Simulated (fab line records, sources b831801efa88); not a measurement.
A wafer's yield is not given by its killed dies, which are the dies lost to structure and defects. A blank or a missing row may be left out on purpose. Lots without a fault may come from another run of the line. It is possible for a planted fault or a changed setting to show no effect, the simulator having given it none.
What tool caused it?	flow sky130	Sampling: 12 lots, 36 wafers, 5 of 708 route steps

WHAT EACH GAUGE READ, for each wafer
SKY_NWELL_OVL_MEAS_23. Usual: NWELL_01_OVL typically reads -0.2 nm, with standard deviation 1.2.
lot	measured	on	NWELL_01_OVL (nm)	flag
L370	day 5 07:04	overlay-02	0.5 0.3 0.3	
L373	day 6 17:13	overlay-01	-1.2 -0.5 -2.3	
L377	day 7 03:07	overlay-01	-0.6 -2.4 -1.0	
L378	day 7 10:06	overlay-02	-0.3 0.6 0.0	
L379	day 7 14:53	overlay-01	0.0 -0.8 -0.6	
L386	day 9 07:34	overlay-01	- - -	OFF
L387	day 9 11:41	overlay-01	- - -	OFF
L388	day 9 18:11	overlay-02	- - -	OFF
L389	day 10 03:10	overlay-02	1.4 -0.3 -0.3	
L390	day 10 08:07	overlay-02	3.2 -0.2 0.1	
L392	day 11 07:15	overlay-02	0.6 0.9 0.2	
L393	day 11 08:31	overlay-02	-0.8 -0.3 -0.1	

SKY_VT_ADJUST_HVTP_CD_MEAS_07: target cd 380 nm. Usual: cd nm at 379.9 nm, with a standard deviation of 2.6.
lot	measured	on	cd nm (nm)	flag
L370	day 6 00:43	cd sem-01	379.0 378.3 378.2	
L373	day 7 13:44	cd sem-01	378.3 378.9 379.7	
L377	day 7 23:23	cd sem-01	379.9 381.0 378.7	
L378	day 8 05:02	cd sem-01	381.1 380.3 380.2	
L379	day 8 12:49	cd sem-01	374.8 378.6 377.6	
L386	day 10 06:25	cd sem-02	381.0 380.5 379.2	
L387	day 10 10:22	cd sem-02	377.2 379.8 379.8	
L388	day 10 16:59	cd sem-02	380.6 379.6 378.6	
L389	day 11 02:59	cd sem-02	384.6 385.9 383.7	
L390	day 11 08:18	cd sem-02	376.9 379.1 377.1	
L392	day 12 07:29	cd sem-02	375.9 376.2 375.1	
L393	day 12 08:40	cd sem-01	375.0 377.5 376.4	

WHAT TOOL EACH LOT RAN ON (gives the tool, then ch and the chambers of the sampled wafers, and finally the start)
lot	SKY_FIELD_ISO_STRIP_16	SKY_NWELL_COAT_18	SKY_NWELL_RTA_28
L370	plasma asher-01 ch 0,1, day 2 06:01	litho track-04 ch 0, day 4 22:03	rtp anneal-01 ch 0, day 5 07:28
L373	plasma asher-01 ch 0,1, day 2 20:44	litho track-01 ch 0, day 6 07:13	rtp anneal-01 ch 0, day 6 17:38
L377	plasma asher-01 ch 0,1, day 3 17:56	litho track-04 ch 0, day 6 17:06	rtp anneal-02 ch 0, day 7 03:31
L378	plasma asher-01 ch 0,1, day 4 03:29	litho track-04 ch 0, day 6 23:49	rtp anneal-01 ch 0, day 7 10:31
L379	plasma asher-04 ch 0,1, day 4 05:04	litho track-01 ch 0, day 7 04:14	rtp anneal-01 ch 0, day 7 16:28
L386	plasma asher-01 ch 0,1, day 5 17:38	litho track-04, day 8 20:59	rtp anneal-02 ch 0, day 9 07:58
L387	plasma asher-04 ch 0,1, day 5 20:13	litho track-01, day 9 00:56	rtp anneal-01 ch 0, day 9 12:05
L388	plasma asher-01 ch 0,1, day 6 03:08	litho track-01, day 9 07:32	rtp anneal-02 ch 0, day 9 18:35
L389	plasma asher-02 ch 0,1, day 6 08:09	litho track-04 ch 0, day 9 15:38	rtp anneal-01 ch 0, day 10 03:34
L390	plasma asher-04 ch 0,1, day 6 13:31	litho track-01 ch 0, day 9 20:08	rtp anneal-02 ch 0, day 10 08:31
L392	plasma asher-02 ch 0,1, day 7 00:50	litho track-01 ch 0, day 10 18:43	rtp anneal-02 ch 0, day 11 07:40
L393	plasma asher-04 ch 0,1, day 7 03:53	litho track-02 ch 0, day 10 20:31	rtp anneal-01 ch 0, day 11 08:55
- SKY_FIELD_ISO_STRIP_16: strips in O2/N2.
- SKY_NWELL_COAT_18: resist thk 3000 nm.
- SKY_NWELL_RTA_28: time 30 s.

AS READ BY THE TOOLS THEMSELVES (means over the sampled wafers that have a number; for cases with no such wafer, the mark the record gives instead)
SKY_FIELD_ISO_STRIP_16. Usual: drypump motor current A 5.9 A, standard deviation 0.47; oes product au 0.380 a.u., standard deviation 0.0047; strip time to endpoint s 3.57 s, standard deviation 0.038.
lot	tool	drypump motor current A (A)	oes product au (a.u.)	strip time to endpoint s (s)	flag
L370	plasma asher-01	6.1	0.380	3.58	
L373	plasma asher-01	6.4	0.383	3.56	
L377	plasma asher-01	6.1	0.381	3.61	
L378	plasma asher-01	6.1	0.377	3.54	
L379	plasma asher-04	5.4	0.381	3.59	
L386	plasma asher-01	6.1	0.381	3.53	
L387	plasma asher-04	5.4	0.382	3.60	
L388	plasma asher-01	6.1	0.387	3.60	
L389	plasma asher-02	5.8	0.383	3.63	
L390	plasma asher-04	5.4	0.384	3.58	
L392	plasma asher-02	5.8	0.380	3.56	
L393	plasma asher-04	5.4	0.378	3.59	

SKY_NWELL_COAT_18. Usual: chill plate temp C 23.01 C, standard deviation 0.095; dispense pressure kPa 49.1 kPa, standard deviation 1.4.
lot	tool	chill plate temp C (C)	dispense pressure kPa (kPa)	flag
L370	litho track-04	23.00	47.5	
L373	litho track-01	22.93	49.2	
L377	litho track-04	23.10	47.5	
L378	litho track-04	23.17	47.5	
L379	litho track-01	22.91	49.2	
L386	litho track-04	-	-	OFF
L387	litho track-01	-	-	OFF
L388	litho track-01	-	-	OFF
L389	litho track-04	22.98	47.5	
L390	litho track-01	23.05	49.2	
L392	litho track-01	22.93	49.2	
L393	litho track-02	23.05	51.7	

SKY_NWELL_RTA_28. Usual: chamber o2 ppm 2.006, standard deviation 0.022; lamp power pct 25.31 %, standard deviation 0.056; ramp up c per s 150.00, standard deviation 0.025; wafer_temp_C_max 1054.9, standard deviation 0.91.
lot	tool	chamber o2 ppm	lamp power pct (%)	ramp up c per s	wafer_temp_C_max	flag
L370	rtp anneal-01	2.009	25.35	150.00	1055.0	
L373	rtp anneal-01	1.999	25.35	149.99	1055.4	
L377	rtp anneal-02	2.011	25.33	149.99	1054.3	
L378	rtp anneal-01	2.022	25.40	150.02	1055.5	
L379	rtp anneal-01	2.004	25.27	149.99	1055.0	
L386	rtp anneal-02	1.982	25.29	149.98	1055.7	
L387	rtp anneal-01	2.026	25.31	150.00	1056.0	
L388	rtp anneal-02	1.992	25.31	150.03	1054.7	
L389	rtp anneal-01	1.999	25.26	149.99	1055.1	
L390	rtp anneal-02	2.011	25.28	150.01	1054.5	
L392	rtp anneal-02	2.031	25.28	149.99	1055.3	
L393	rtp anneal-01	2.021	25.27	149.98	1055.8	

THE ANSWER, worked out from the rows above alone
Rule: a lot is off if the mean of its wafers that have a number lies more than 3 standard deviations from the usual mean. A lot without any number at a reading at which 4 lots or more have one is off too. The other lots that the step has rows for count as sound. Order of review: gauges by route order, followed by the tools' own readings, for which a lot's mean as printed above is used. The first step at which some lot is off is used, and at that step the reading that is off furthest; a lot without a number counts as furthest.
Off: L386, L387, L388, seen at SKY_NWELL_OVL_MEAS_23 (NWELL_01_OVL). Without a number there: L386, L387, L388.
A tool fits if, at a process step before that reading, it ran every lot that is off, and no sound lot after the first of them. The gauges at SKY_NWELL_OVL_MEAS_23 aren't tried: what is off there is off at SKY_NWELL_COAT_18 too, on other tools, and a gauge's error can't cause that. Not one of the candidates tried fits.

WHAT HAD BEEN PUT IN BY THE SIMULATOR
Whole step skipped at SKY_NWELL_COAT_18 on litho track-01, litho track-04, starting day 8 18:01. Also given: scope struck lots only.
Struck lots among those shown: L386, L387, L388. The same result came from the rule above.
